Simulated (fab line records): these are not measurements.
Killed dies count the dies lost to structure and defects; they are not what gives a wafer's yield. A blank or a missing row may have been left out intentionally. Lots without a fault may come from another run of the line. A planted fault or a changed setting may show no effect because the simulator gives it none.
Chamber matching + flow gf180mcu + GF_V2_ETCH_16 on rie diel-01: 4 sister chambers
The step etches BARC in N2/H2. 20 wafers are shown with their chamber, then 9 later ones without.

WAFERS, EACH WITH ITS CHAMBER
| wafer  | chamber | drypump motor current A (A) | throttle valve pct (%) | oes product au (a.u.) |
|--------|---------|-----------------------------|------------------------|-----------------------|
| L074.3 | 1       | 5.7                         | 13.217                 | 0.855                 |
| L074.5 | 1       | 5.7                         | 13.220                 | 0.856                 |
| L074.6 | 0       | 6.0                         | 13.221                 | 0.856                 |
| L080.2 | 3       | 5.4                         | 13.232                 | 0.852                 |
| L080.5 | 2       | 5.6                         | 13.211                 | 0.865                 |
| L080.6 | 1       | 5.7                         | 13.223                 | 0.852                 |
| L082.1 | 2       | 5.6                         | 13.217                 | 0.858                 |
| L082.3 | 0       | 5.9                         | 13.229                 | 0.855                 |
| L082.6 | 3       | 5.4                         | 13.223                 | 0.861                 |
| L084.4 | 3       | 5.4                         | 13.215                 | 0.857                 |
| L084.5 | 2       | 5.6                         | 13.221                 | 0.852                 |
| L084.6 | 0       | 5.9                         | 13.217                 | 0.858                 |
| L087.1 | 2       | 5.5                         | 13.208                 | 0.857                 |
| L087.3 | 3       | 5.4                         | 13.218                 | 0.850                 |
| L087.6 | 0       | 6.0                         | 13.214                 | 0.853                 |
| L090.3 | 2       | 5.6                         | 13.221                 | 0.857                 |
| L090.6 | 3       | 5.4                         | 13.225                 | 0.849                 |
| L091.3 | 2       | 5.5                         | 13.211                 | 0.863                 |
| L091.5 | 0       | 6.0                         | 13.226                 | 0.857                 |
| L091.6 | 3       | 5.4                         | 13.219                 | 0.860                 |

SIGNATURES (averages over the wafers above)
| reading                 | chamber 0 | chamber 1 | chamber 2 | chamber 3 | scatter within a chamber |
|-------------------------|-----------|-----------|-----------|-----------|--------------------------|
| drypump motor current A | 5.960     | 5.700     | 5.567     | 5.400     | 0.0398                   |
| throttle valve pct      | 13.22140  | 13.22000  | 13.21483  | 13.22200  | 0.00566                  |
| oes product au          | 0.85580   | 0.85433   | 0.85867   | 0.85483   | 0.00409                  |
Rule: distance of a wafer from a chamber = root of the sum over the readings of ((wafer's reading minus chamber's mean) / reading's scatter) squared. The wafer belongs to the nearest chamber; if the next one is less than 2 further off, it can't be placed. The scatter: take each reading less its chamber's mean, square it, sum over the shown wafers, divide by the number of wafers less the number of chambers, and take the root.

WAFERS WHOSE CHAMBER IS MISSING
| wafer  | drypump motor current A (A) | throttle valve pct (%) | oes product au (a.u.) |
|--------|-----------------------------|------------------------|-----------------------|
| L093.1 | 5.4                         | 13.225                 | 0.855                 |
| L093.5 | 5.6                         | 13.235                 | 0.849                 |
| L093.6 | 5.4                         | 13.203                 | 0.852                 |
| L094.1 | 5.5                         | 13.223                 | 0.857                 |
| L094.2 | 5.4                         | 13.221                 | 0.852                 |
| L094.4 | 5.6                         | 13.225                 | 0.858                 |
| L096.2 | 5.7                         | 13.217                 | 0.852                 |
| L096.4 | 5.9                         | 13.214                 | 0.856                 |
| L096.5 | 5.9                         | 13.235                 | 0.860                 |

THE CHAMBER EACH PASSED THROUGH
| wafer  | from the rows above          | in truth |
|--------|------------------------------|----------|
| L093.1 | 3                            | 3        |
| L093.5 | can't be placed: 1 or 2 or 3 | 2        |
| L093.6 | can't be placed: 3 or 2      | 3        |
| L094.1 | can't be placed: 2 or 3      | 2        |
| L094.2 | 3                            | 3        |
| L094.4 | can't be placed: 2 or 1      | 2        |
| L096.2 | 1                            | 1        |
| L096.4 | 0                            | 0        |
| L096.5 | 0                            | 0        |
5 of 9 placed correctly. Unplaceable from these rows: 4, with the true chamber sitting among the candidates in 4. Wrongly placed: 0.
